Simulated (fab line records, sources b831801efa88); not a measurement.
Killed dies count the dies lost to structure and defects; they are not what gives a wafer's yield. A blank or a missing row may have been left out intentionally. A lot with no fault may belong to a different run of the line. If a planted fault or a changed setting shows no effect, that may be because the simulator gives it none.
2 desks looking at one fault / flow sky130 / numbers are kept per desk, each desk with only its own; the story behind them comes last

THE METROLOGY DESK
What the gauges read, lot by lot, whatever tool the lot ran on: means of the sampled wafers that have a number. Marked OUT: a lot whose mean sits more than 4 standard deviations from the usual mean, which makes it out of limits; the brackets give that distance.
Columns: A = SONOS_TUNNEL_OVL at SKY_SONOS_TUNNEL_OVL_MEAS_08, usual 0.3 nm; B = cd-nm at SKY_SONOS_ONO_CD_MEAS_13, usual 410.2 nm; C = cd-nm at SKY_POLY_GATE_CD_MEAS_13, usual 150.0 nm; D = cd-nm at SKY_POLY_GATE_CD_MEAS_22, usual 149 nm
lot=L197; first seen here=day 11 22:08; A=-0.4; B=407.6; C=148.8; D=145
lot=L198; first seen here=day 12 16:23; A=2.7; B=412.0; C=150.8; D=150
lot=L199; first seen here=day 12 18:08; A=-1.3; B=410.5; C=147.2; D=144
lot=L200; first seen here=day 12 20:15; A=0.1; B=408.8; C=150.8; D=150
lot=L204; first seen here=day 13 23:03; A=-0.1; B=412.1; C=149.9; D=153
lot=L205; first seen here=day 14 21:06; A=-0.3; B=410.7; C=150.1; D=150
lot=L206; first seen here=day 15 00:41; A=1.6; B=409.1; C=150.3; D=153
lot=L208; first seen here=day 15 05:36; A=-0.2; B=412.5; C=151.8; D=151
lot=L211; first seen here=day 16 08:54; A=2.0; B=409.7; C=150.4; D=151
lot=L212; first seen here=day 17 05:00; A=-1.1; B=409.1; C=135.9 (-11) OUT; D=134 (-4.7) OUT
lot=L214; first seen here=day 17 11:51; A=0.1; B=411.5; C=135.9 (-11) OUT; D=131 (-5.5) OUT
lot=L217; first seen here=day 18 16:44; A=1.9; B=408.9; C=148.6; D=149
This desk's verdict: out of limits on L212, L214, starting with L212 at day 22 19:16 (cd-nm at SKY_POLY_GATE_CD_MEAS_13). L197, L198, L199, L200, L204, L205, L206, L208, L211, L217 stayed within limits.

AT THE TOOL OWNER'S DESK: krf-scanner-02
The tool's own readings at SKY_POLY_GATE_EXPOSE_10 (exposes mask P1M, target cd 150 nm): means of the sampled wafers that have a number, for each lot that ran on this tool. Marked OUT: a lot whose mean sits more than 4 standard deviations from the usual mean, which makes it out of limits; the brackets give that distance.
Columns: A = exposure-dose-mJ-cm2 at SKY_POLY_GATE_EXPOSE_10, usual 28.00
lot=L197; first seen here=day 16 14:19; A=28.06
lot=L199; first seen here=day 17 10:20; A=28.04
lot=L200; first seen here=day 17 13:41; A=28.02
lot=L204; first seen here=day 18 20:24; A=28.05
lot=L205; first seen here=day 19 19:11; A=28.03
lot=L206; first seen here=day 19 23:23; A=28.02
lot=L211; first seen here=day 21 09:40; A=28.04
lot=L212; first seen here=day 22 03:52; A=30.64 (+56) OUT
lot=L214; first seen here=day 22 11:11; A=30.61 (+56) OUT
This desk's verdict: out of limits on L212, L214, starting with L212 at day 22 03:52 (exposure-dose-mJ-cm2 at SKY_POLY_GATE_EXPOSE_10). L197, L199, L200, L204, L205, L206, L211 stayed within limits.

ALL TOGETHER
At day 22 03:52, on L212, L214, the tool owner's desk was in a position to raise an alarm.
The metrology desk could have raised an alarm at day 22 19:16, on L212, L214.
The lots listed all ran SKY_POLY_GATE_EXPOSE_10 on krf-scanner-02.

WHAT WAS PUT IN BY THE SIMULATOR
Process parameter drift: krf-scanner-02, from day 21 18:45 on, at SKY_POLY_GATE_EXPOSE_10. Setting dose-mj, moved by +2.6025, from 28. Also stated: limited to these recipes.
Lots struck among those shown: L212, L214.
Time in hours from fault onset to the first out-of-limits reading at each desk: tool owner's desk 9, metrology desk 25.
